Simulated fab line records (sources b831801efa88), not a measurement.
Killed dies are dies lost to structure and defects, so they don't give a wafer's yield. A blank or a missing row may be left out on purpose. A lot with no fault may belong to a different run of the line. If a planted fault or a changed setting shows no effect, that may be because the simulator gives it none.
fab line records :: flow sky130
record:
  lots: 4
  wafers: 12
  lastDay: 49
route steps=708 shown SD_P@329 RES_XHIGH@332 SD_N@342 SALICIDE@361 LI_CONTACT@362 PAD_OPEN@708
lots untouched by any fault: they come from a run of this same line in which no faults occurred
startH: hours from the record's opening day to when the first of the lot's shown wafers began :: waitH: how many hours have passed since the lot's step before this one :: " the same as in the row above :: L1.1+2: one row covering several wafers at once :: - no value, or no start was given :: * or withheld: withheld :: < > ~ a bound
route shown NAME@n: names a module that has steps shown in the file, with the first one's number in the route :: usual: mean/standard deviation taken from wafers without a fault :: same: alike in all rows :: chamber/n: place in a boat :: sites: readings site by site :: _std_site: how widely they spread, as a standard deviation :: _edge_site: outer sites' mean less inner sites' :: radiusMm: for every site, how far away it sits from the centre of the wafer :: mask NAME#n: copy n :: behind: the last tool/chamber to shape the wafer :: hold: why the lot was held/for how many hours/how that ended :: device: transistor that didn't switch, given as n, p or np :: end of line: the route-end tests of the same wafers :: a step without rows: its recipe alone :: killed: the dies lost at the first sort to structure and to defects; this is not the yield of the wafer :: map: a wafer's dies, x killed, . not, _ none there
set.NAME: the setting as run; set.NAME@STEP: as run at that earlier step :: model.NAME: the simulator's own value behind a step, which no gauge read
a table for each step, a row for each wafer; lots at some steps of the route
services: the hour from which a tool's chamber was out of use, counted from the record's first day as startH (under 0 if before that day), plus the number of hours and why
== steps ==
step: SKY_SD_P_IMPLANT_09
recipe:
  species: BF2
  energyKev: 19.89
  doseCm2: 3e+15
  tiltDeg: 0
step: SKY_SD_P_STRIP_10
recipe:
  chemistry: O2/N2
  powerW: 1400
  pressureMtorr: 1500
  platenTempC: withheld
  o2FlowSccm: 3000
  n2FlowSccm: 300
  overashFraction: 0.5
step: SKY_RES_XHIGH_DEHYDRATE_00
recipe:
  tempC: 200
  timeS: 60
step: SKY_RES_XHIGH_HMDS_01
recipe:
  primeTimeS: 60
  primeTempC: 120
step: SKY_RES_XHIGH_COAT_02
recipe:
  resist: NOVOLAK
  spinRpm: 3000
  resistThkNm: 1140
step: SKY_RES_XHIGH_SOFTBAKE_03
recipe:
  tempC: 90
  timeS: 60
  resist: NOVOLAK
step: SKY_RES_XHIGH_EXPOSE_04
recipe:
  maskId: URPM
  na: 0.6
  sourceShape: conventional
  sigmaOuter: 0.6
  polarization: unpolarized
  targetCdNm: 1270
  doseMj: 140
step: SKY_RES_XHIGH_PEB_05
recipe:
  tempC: withheld
  timeS: *
  resist: NOVOLAK
step: SKY_RES_XHIGH_DEVELOP_06
recipe:
  resist: NOVOLAK
  developer: TMAH
  developTimeS: 60
  devTempC: 23
step: SKY_RES_XHIGH_IMPLANT_07
recipe:
  species: BF2
  energyKev: 20
  doseCm2: 3.6e+14
  tiltDeg: 0
usual:
  endStationPressureTorr: 5.27e-06/2.7e-07
  faradayCurrentUA: 564/66
lot.wafer: L484.1
tool: implanter-04
chamber: 0
startH: 649.53
waitH: 0.1
endStationPressureTorr: 5.38e-06
faradayCurrentUA: 523

lot.wafer: L484.4
tool: implanter-04
chamber: 0
startH: 649.53
waitH: 0.1
endStationPressureTorr: 5.76e-06
faradayCurrentUA: 536

lot.wafer: L484.6
tool: implanter-04
chamber: 0
startH: 649.53
waitH: 0.1
endStationPressureTorr: 4.8e-06
faradayCurrentUA: 532

lot.wafer: L487.1
tool: implanter-02
chamber: 0
startH: 675.07
waitH: 0.1
endStationPressureTorr: 5.08e-06
faradayCurrentUA: 656

lot.wafer: L487.2
tool: implanter-02
chamber: 0
startH: 675.07
waitH: 0.1
endStationPressureTorr: 5.46e-06
faradayCurrentUA: 624

lot.wafer: L487.6
tool: implanter-02
chamber: 0
startH: 675.07
waitH: 0.1
endStationPressureTorr: 5.57e-06
faradayCurrentUA: 648

lot.wafer: L492.1
tool: implanter-02
chamber: 0
startH: 716.53
waitH: 0.1
endStationPressureTorr: 5.4e-06
faradayCurrentUA: 644

lot.wafer: L492.2
tool: implanter-02
chamber: 0
startH: 716.53
waitH: 0.1
endStationPressureTorr: 5.31e-06
faradayCurrentUA: 647

lot.wafer: L492.6
tool: implanter-02
chamber: 0
startH: 716.53
waitH: 0.1
endStationPressureTorr: 5.02e-06
faradayCurrentUA: 614

lot.wafer: L498.1
tool: implanter-02
chamber: 0
startH: 756.77
waitH: 0.1
endStationPressureTorr: 5.29e-06
faradayCurrentUA: 638

lot.wafer: L498.2
tool: implanter-02
chamber: 0
startH: 756.77
waitH: 0.1
endStationPressureTorr: 5.55e-06
faradayCurrentUA: 614

lot.wafer: L498.5
tool: implanter-02
chamber: 0
startH: 756.77
waitH: 0.1
endStationPressureTorr: 5.36e-06
faradayCurrentUA: 632
step: SKY_RES_XHIGH_STRIP_08
recipe:
  chemistry: O2/N2
  powerW: 1400
  pressureMtorr: 1500
  platenTempC: withheld
  o2FlowSccm: 3000
  n2FlowSccm: 300
  overashFraction: 0.5
step: SKY_SD_N_DEHYDRATE_00
recipe:
  tempC: 200
  timeS: 60
step: SKY_SD_N_HMDS_01
recipe:
  primeTimeS: 60
  primeTempC: 120
step: SKY_SD_N_COAT_02
recipe:
  resist: NOVOLAK
  spinRpm: 3000
  resistThkNm: 1140
step: SKY_SD_N_SOFTBAKE_03
recipe:
  tempC: 90
  timeS: 60
  resist: NOVOLAK
step: SKY_SD_N_EXPOSE_04
recipe:
  maskId: NSDM
  na: 0.6
  sourceShape: conventional
  sigmaOuter: 0.6
  polarization: unpolarized
  targetCdNm: 380
  doseMj: 141
step: SKY_SD_N_PEB_05
recipe:
  tempC: withheld
  timeS: *
  resist: NOVOLAK
step: SKY_SD_N_DEVELOP_06
recipe:
  resist: NOVOLAK
  developer: TMAH
  developTimeS: 60
  devTempC: 23
step: SKY_SD_N_IMPLANT_09
recipe:
  species: As
  energyKev: 50
  doseCm2: 4e+15
  tiltDeg: 0
step: SKY_SD_N_IMPLANT_10
recipe:
  species: P
  energyKev: 20
  doseCm2: 1e+14
  tiltDeg: 0
step: SKY_SD_N_STRIP_11
recipe:
  chemistry: O2/N2
  powerW: 1400
  pressureMtorr: 1500
  platenTempC: withheld
  o2FlowSccm: 3000
  n2FlowSccm: 300
  overashFraction: 0.5
step: SKY_SD_N_CLEAN_13
recipe:
  chemistry: SC1/SC2
  mix: 1:4:20
  tempC: 70
  timeS: 150
  dry: n2Spin
step: SKY_SD_N_RTA_14
recipe:
  tempC: 1075
  timeS: 2
  idleTempC: 650
  rampUpCPerS: 150
  rampDownCPerS: 90
  ambient: N2
step: SKY_SALICIDE_CLEAN_00
recipe:
  chemistry: HF-last
  timeS: 30
  dilution: 100:1
  dry: ipaMarangoni
step: SKY_LI_CONTACT_HDPCVD_00
recipe:
  material: PSG
  targetThkNm: 930
  sigmaOpenFrac: 0.3
  timeS: 155
  tempC: 600
  sih4FlowSccm: 60
  pressureMtorr: 6
step: SKY_LI_CONTACT_CMP_02
recipe:
  material: PSG
  downForcePsi: 4
  platenRpm: 60
  padVelocityMS: 0.94248
step: SKY_LI_CONTACT_DEHYDRATE_04
recipe:
  tempC: 200
  timeS: 60
step: SKY_LI_CONTACT_HMDS_05
recipe:
  primeTimeS: 60
  primeTempC: 120
step: SKY_LI_CONTACT_COAT_06
recipe:
  resist: BARC
  tempC: withheld
  timeS: withheld
  spinRpm: 3000
  resistThkNm: 60
step: SKY_PAD_OPEN_PROBE_99
usual:
  killed_at_M0_to_M3: 44/7
  killed_at_M4_up: 3.0/1.8
  killedAtContacts: 24/4.9
  killedAtFrontEnd: 15/5
  killedAtOther: 0.2/0.53
  killedDies: 87/8.7
  killedOpen: 48/6.8
  killedShort: 39/5.7
same:
  grossDies: 492
  killedAtBackSide: 0
lot.wafer: L484.1
tool: prober-02
chamber: -
startH: 1096.25
waitH: 0.1
killed_at_M0_to_M3: 53
killed_at_M4_up: 3
killedAtContacts: 30
killedAtFrontEnd: 12
killedAtOther: 2
killedDies: 100
killedOpen: 56
killedShort: 44
model.etest.diodeNwellSub.leakLog10ACm2: -7.373
model.etest.diodeDnwellSub.leakLog10ACm2: -7.301
model.etest.diodePwellDnwell.leakLog10ACm2: -7.645
model.etest.nfet_16v.offLog10AUm: -13.73

lot.wafer: L484.4
tool: prober-02
chamber: -
startH: 1096.40
waitH: 0.2
killed_at_M0_to_M3: 52
killed_at_M4_up: 2
killedAtContacts: 27
killedAtFrontEnd: 14
killedAtOther: 0
killedDies: 95
killedOpen: 52
killedShort: 43
model.etest.diodeNwellSub.leakLog10ACm2: -7.067
model.etest.diodeDnwellSub.leakLog10ACm2: -7.391
model.etest.diodePwellDnwell.leakLog10ACm2: -7.762
model.etest.nfet_16v.offLog10AUm: -13.86

lot.wafer: L484.6
tool: prober-02
chamber: -
startH: 1096.50
waitH: 0.2
killed_at_M0_to_M3: 45
killed_at_M4_up: 1
killedAtContacts: 24
killedAtFrontEnd: 17
killedAtOther: 1
killedDies: 88
killedOpen: 50
killedShort: 38
model.etest.diodeNwellSub.leakLog10ACm2: -7.354
model.etest.diodeDnwellSub.leakLog10ACm2: -7.425
model.etest.diodePwellDnwell.leakLog10ACm2: -7.552
model.etest.nfet_16v.offLog10AUm: -13.83

lot.wafer: L487.1
tool: prober-01
chamber: -
startH: 1117.40
waitH: 0.1
killed_at_M0_to_M3: 26
killed_at_M4_up: 4
killedAtContacts: 27
killedAtFrontEnd: 7
killedAtOther: 0
killedDies: 64
killedOpen: 28
killedShort: 36
model.etest.diodeNwellSub.leakLog10ACm2: -7.202
model.etest.diodeDnwellSub.leakLog10ACm2: -7.501
model.etest.diodePwellDnwell.leakLog10ACm2: -7.54
model.etest.nfet_16v.offLog10AUm: -13.82

lot.wafer: L487.2
tool: prober-01
chamber: -
startH: 1117.45
waitH: 0.1
killed_at_M0_to_M3: 50
killed_at_M4_up: 1
killedAtContacts: 31
killedAtFrontEnd: 5
killedAtOther: 0
killedDies: 87
killedOpen: 49
killedShort: 38
model.etest.diodeNwellSub.leakLog10ACm2: -7.577
model.etest.diodeDnwellSub.leakLog10ACm2: -7.432
model.etest.diodePwellDnwell.leakLog10ACm2: -7.428
model.etest.nfet_16v.offLog10AUm: -13.79

lot.wafer: L487.6
tool: prober-01
chamber: -
startH: 1117.65
waitH: 0.2
killed_at_M0_to_M3: 50
killed_at_M4_up: 4
killedAtContacts: 27
killedAtFrontEnd: 9
killedAtOther: 1
killedDies: 91
killedOpen: 49
killedShort: 42
model.etest.diodeNwellSub.leakLog10ACm2: -7.576
model.etest.diodeDnwellSub.leakLog10ACm2: -7.37
model.etest.diodePwellDnwell.leakLog10ACm2: -7.843
model.etest.nfet_16v.offLog10AUm: -13.92

lot.wafer: L492.1
tool: prober-01
chamber: -
startH: 1147.94
waitH: 0.1
killed_at_M0_to_M3: 41
killed_at_M4_up: 4
killedAtContacts: 19
killedAtFrontEnd: 25
killedAtOther: 0
killedDies: 89
killedOpen: 51
killedShort: 38
model.etest.diodeNwellSub.leakLog10ACm2: -6.697
model.etest.diodeDnwellSub.leakLog10ACm2: -6.698
model.etest.diodePwellDnwell.leakLog10ACm2: -6.722
model.etest.nfet_16v.offLog10AUm: -13.6

lot.wafer: L492.2
tool: prober-01
chamber: -
startH: 1147.99
waitH: 0.1
killed_at_M0_to_M3: 43
killed_at_M4_up: 4
killedAtContacts: 31
killedAtFrontEnd: 8
killedAtOther: 1
killedDies: 87
killedOpen: 44
killedShort: 43
model.etest.diodeNwellSub.leakLog10ACm2: -6.632
model.etest.diodeDnwellSub.leakLog10ACm2: -6.83
model.etest.diodePwellDnwell.leakLog10ACm2: -7.112
model.etest.nfet_16v.offLog10AUm: -13.63

lot.wafer: L492.6
tool: prober-01
chamber: -
startH: 1148.19
waitH: 0.2
killed_at_M0_to_M3: 33
killed_at_M4_up: 3
killedAtContacts: 26
killedAtFrontEnd: 21
killedAtOther: 0
killedDies: 83
killedOpen: 46
killedShort: 37
model.etest.diodeNwellSub.leakLog10ACm2: -6.714
model.etest.diodeDnwellSub.leakLog10ACm2: -6.777
model.etest.diodePwellDnwell.leakLog10ACm2: -7.056
model.etest.nfet_16v.offLog10AUm: -13.69

lot.wafer: L498.1
tool: prober-02
chamber: -
startH: 1171.34
waitH: 0.1
killed_at_M0_to_M3: 44
killed_at_M4_up: 1
killedAtContacts: 17
killedAtFrontEnd: 12
killedAtOther: 0
killedDies: 74
killedOpen: 44
killedShort: 30
model.etest.diodeNwellSub.leakLog10ACm2: -6.73
model.etest.diodeDnwellSub.leakLog10ACm2: -6.755
model.etest.diodePwellDnwell.leakLog10ACm2: -7.053
model.etest.nfet_16v.offLog10AUm: -13.67

lot.wafer: L498.2
tool: prober-02
chamber: -
startH: 1171.39
waitH: 0.1
killed_at_M0_to_M3: 41
killed_at_M4_up: 5
killedAtContacts: 31
killedAtFrontEnd: 12
killedAtOther: 0
killedDies: 89
killedOpen: 46
killedShort: 43
model.etest.diodeNwellSub.leakLog10ACm2: -7.05
model.etest.diodeDnwellSub.leakLog10ACm2: -6.615
model.etest.diodePwellDnwell.leakLog10ACm2: -7.122
model.etest.nfet_16v.offLog10AUm: -13.8

lot.wafer: L498.5
tool: prober-02
chamber: -
startH: 1171.54
waitH: 0.2
killed_at_M0_to_M3: 58
killed_at_M4_up: 2
killedAtContacts: 20
killedAtFrontEnd: 11
killedAtOther: 1
killedDies: 92
killedOpen: 48
killedShort: 44
model.etest.diodeNwellSub.leakLog10ACm2: -6.661
model.etest.diodeDnwellSub.leakLog10ACm2: -6.681
model.etest.diodePwellDnwell.leakLog10ACm2: -7.036
model.etest.nfet_16v.offLog10AUm: -13.62
killed by level:class
L484.1 VIA1:geometricParticle:open=13 VIA3:geometricParticle:open=11 CONTACT:geometricParticle:open=9 LI_CONTACT:geometricParticle:open=8 METAL1:geometricParticle:short=8 CONTACT:geometricParticle:short=7 POLY_GATE:geometricParticle:short=5 VIA1:geometricParticle:short=5
L484.4 CONTACT:geometricParticle:open=15 VIA1:geometricParticle:open=14 METAL2:geometricParticle:short=8 METAL1:geometricParticle:short=6 VIA2:geometricParticle:open=6 CONTACT:geometricParticle:short=5 VIA1:geometricParticle:short=5 FIELD_ISO:geometricParticle:short=4
L484.6 CONTACT:geometricParticle:open=11 METAL1:geometricParticle:short=11 VIA1:geometricParticle:open=10 FIELD_ISO:geometricParticle:open=7 CONTACT:geometricParticle:short=6 METAL2:geometricParticle:short=6 POLY_GATE:geometricParticle:open=5 VIA3:geometricParticle:open=5
L487.1 CONTACT:geometricParticle:short=8 CONTACT:geometricParticle:open=6 LI_CONTACT:geometricParticle:open=5 VIA1:geometricParticle:open=5 LI_CONTACT:geometricParticle:short=4 VIA2:geometricParticle:open=4 LOCAL_INTERCONNECT:geometricParticle:short=3 METAL1:geometricParticle:short=3
L487.2 CONTACT:geometricParticle:open=11 VIA1:geometricParticle:open=10 METAL2:geometricParticle:short=10 VIA2:geometricParticle:open=9 LI_CONTACT:geometricParticle:open=8 CONTACT:geometricParticle:short=5 VIA1:geometricParticle:short=5 VIA3:geometricParticle:open=5
L487.6 VIA2:geometricParticle:open=14 CONTACT:geometricParticle:open=10 LI_CONTACT:geometricParticle:short=6 METAL1:geometricParticle:short=6 VIA1:geometricParticle:open=6 VIA3:geometricParticle:open=6 CONTACT:geometricParticle:short=5 LI_CONTACT:geometricParticle:open=5
L492.1 FIELD_ISO:geometricParticle:open=11 METAL2:geometricParticle:short=10 VIA2:geometricParticle:open=9 CONTACT:geometricParticle:open=7 VIA1:geometricParticle:open=6 LOCAL_INTERCONNECT:geometricParticle:short=4 CONTACT:geometricParticle:short=4 FIELD_ISO:geometricParticle:short=3
L492.2 METAL2:geometricParticle:short=9 CONTACT:geometricParticle:open=9 LI_CONTACT:geometricParticle:open=8 VIA2:geometricParticle:open=6 METAL1:geometricParticle:short=6 LOCAL_INTERCONNECT:geometricParticle:short=5 VIA3:geometricParticle:open=5 LOCAL_INTERCONNECT:geometricParticle:open=4
L492.6 CONTACT:geometricParticle:open=11 VIA2:geometricParticle:open=7 POLY_GATE:geometricParticle:open=6 POLY_GATE:geometricParticle:short=5 LI_CONTACT:geometricParticle:open=5 VIA1:geometricParticle:short=5 METAL3:geometricParticle:short=5 LOCAL_INTERCONNECT:geometricParticle:open=4
L498.1 VIA1:geometricParticle:open=10 CONTACT:geometricParticle:open=8 VIA2:geometricParticle:open=8 LI_CONTACT:geometricParticle:open=6 VIA1:geometricParticle:short=6 FIELD_ISO:geometricParticle:open=4 FIELD_ISO:geometricParticle:short=4 METAL1:geometricParticle:short=4
L498.2 LI_CONTACT:geometricParticle:open=10 CONTACT:geometricParticle:open=8 METAL2:geometricParticle:short=7 VIA2:geometricParticle:open=7 VIA3:geometricParticle:open=7 VIA1:geometricParticle:open=6 LI_CONTACT:geometricParticle:short=5 VIA1:geometricParticle:short=5
L498.5 VIA1:geometricParticle:open=15 VIA1:geometricParticle:short=9 METAL2:geometricParticle:short=7 METAL1:geometricParticle:short=6 VIA2:geometricParticle:open=6 CONTACT:geometricParticle:open=5 METAL1:geometricParticle:open=5 CONTACT:geometricParticle:short=4
== services ==
tool: implanter-04
chamber: -
startH: 627.84
hours: 2.3
kind: repair

tool: implanter-02
chamber: -
startH: 629.39
hours: 5.1
kind: pm

tool: implanter-04
chamber: -
startH: 655.57
hours: 5.3
kind: repair

tool: implanter-02
chamber: -
startH: 697.51
hours: 2.0
kind: repair

tool: implanter-04
chamber: -
startH: 705.97
hours: 4.8
kind: repair

tool: implanter-04
chamber: -
startH: 743.51
hours: 3.7
kind: pm
== key ==
firstSign none at tools or gauges
modelEffect:
  step: SKY_PAD_OPEN_PROBE_99
  value: etest.diodeNwellSub.leakLog10ACm2
  without: -7.29
  struck: -6.747
metAt SKY_RES_XHIGH_IMPLANT_07
struckWafers L492.1,L492.2,L492.6,L498.1,L498.2,L498.5
testerLeftOut L492,L498
onsetBetween 675.07 716.53
alsoFits time
fault:
  kind: metallicContaminationSource
  tool: implanter-02
  chamber: -
  onsetH: 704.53
  steps: SKY_RES_XHIGH_IMPLANT_07
  rateCm2PerVisit: 9.3882e+12
  species: metalFeCm2
testerLeftOut: of these lots the tester's yield and bins aren't shown, on N5 and GAA mostly nor the transistor test; their killed dies are dies lost to structure and defects alone, not to doping, threshold or leakage, so they don't give the yield
